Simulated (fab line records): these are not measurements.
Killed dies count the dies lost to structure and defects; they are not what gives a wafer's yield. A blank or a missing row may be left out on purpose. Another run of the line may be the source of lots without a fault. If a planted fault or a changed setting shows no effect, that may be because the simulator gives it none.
Lot-split experiment	flow gf180mcu	route with 602 steps; 5 lots, 23 wafers read

ON THE SPLIT
At GF_DUAL_GATE_OXIDATION_02 (stabilise 600 s, purge 300 s, target thk 10.887 nm), the setting temp c was moved away from the recipe's 900 C on 15 of the 23 wafers read, by -0.5% to +0.9%. The other wafers ran this setting at the recipe's value.

Split to reading: the file shows no intervening step.

THE READING
DUAL_GATE_OXIDATION_00_THK, in nm, at GF_DUAL_GATE_THK_MEAS_03. On this fab line, fault-free wafers typically give 10.89 nm with a standard deviation of 0.17 nm.

wafer	tool, chamber at the split	temp c as run, C	against the recipe	DUAL_GATE_OXIDATION_00_THK, nm	against lot-mates on the recipe
L077.1	-, -	908	+0.9%	12.00	no lot-mate on the recipe
L077.2	-, -	908	+0.9%	12.14	no lot-mate on the recipe
L077.4	-, -	908	+0.9%	12.19	no lot-mate on the recipe
L077.5	-, -	908	+0.9%	11.99	no lot-mate on the recipe
L077.6	-, -	908	+0.9%	11.94	no lot-mate on the recipe
L079.1	-, -	900	recipe	10.77	-
L079.2	-, -	900	recipe	10.85	-
L079.3	-, -	900	recipe	10.89	-
L079.4	-, -	900	recipe	10.68	-
L079.5	-, -	900	recipe	10.62	-
L080.2	-, -	903.2	+0.4%	11.31	no lot-mate on the recipe
L080.3	-, -	903.2	+0.4%	11.28	no lot-mate on the recipe
L080.4	-, -	903.2	+0.4%	11.32	no lot-mate on the recipe
L080.5	-, -	903.2	+0.4%	11.34	no lot-mate on the recipe
L080.6	-, -	903.2	+0.4%	11.42	no lot-mate on the recipe
L081.1	-, -	895.4	-0.5%	10.22	no lot-mate on the recipe
L081.2	-, -	895.4	-0.5%	10.11	no lot-mate on the recipe
L081.3	-, -	895.4	-0.5%	10.31	no lot-mate on the recipe
L081.4	-, -	895.4	-0.5%	10.15	no lot-mate on the recipe
L081.5	-, -	895.4	-0.5%	10.06	no lot-mate on the recipe
L082.2	furnace-02, 0	900	recipe	10.86	-
L082.5	furnace-02, 0	900	recipe	10.67	-
L082.6	furnace-02, 0	900	recipe	10.85	-

FIT RESULTS
A straight line over all 23 wafers: DUAL_GATE_OXIDATION_00_THK changes by +1.36 nm for each +1% of temp c; r = +0.99; the points scatter about the line by 0.099 nm.
Too few moved wafers have a lot-mate on the recipe to fit a line with each lot's own level taken away.

THE WHOLE CHAIN: every reading that the file lists as answering this split, in the file's order
step	what it does	reading	change (the file's fit)	r (the file's)
GF_DUAL_GATE_OXIDATION_02	stabilise 600 s, purge 300 s, target thk 10.887 nm	SiO2_of_DUAL_GATE_OXIDATION_02.thk nm (the simulator's own value, which no gauge read)	+1.36 nm for each +1% of the setting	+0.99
GF_DUAL_GATE_THK_MEAS_03		DUAL_GATE_OXIDATION_00_THK	+1.36 for each +1% of the setting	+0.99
GF_DUAL_GATE_OXIDATION_15	stabilise 600 s, purge 300 s, target thk 7.098 nm	SiO2_of_DUAL_GATE_OXIDATION_02.thk nm (the simulator's own value, which no gauge read)	+1.11 nm for each +1% of the setting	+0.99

THE FILE'S OWN FIT
DUAL_GATE_OXIDATION_00_THK changes by +1.36 nm for each +1% of temp c, r = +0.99.
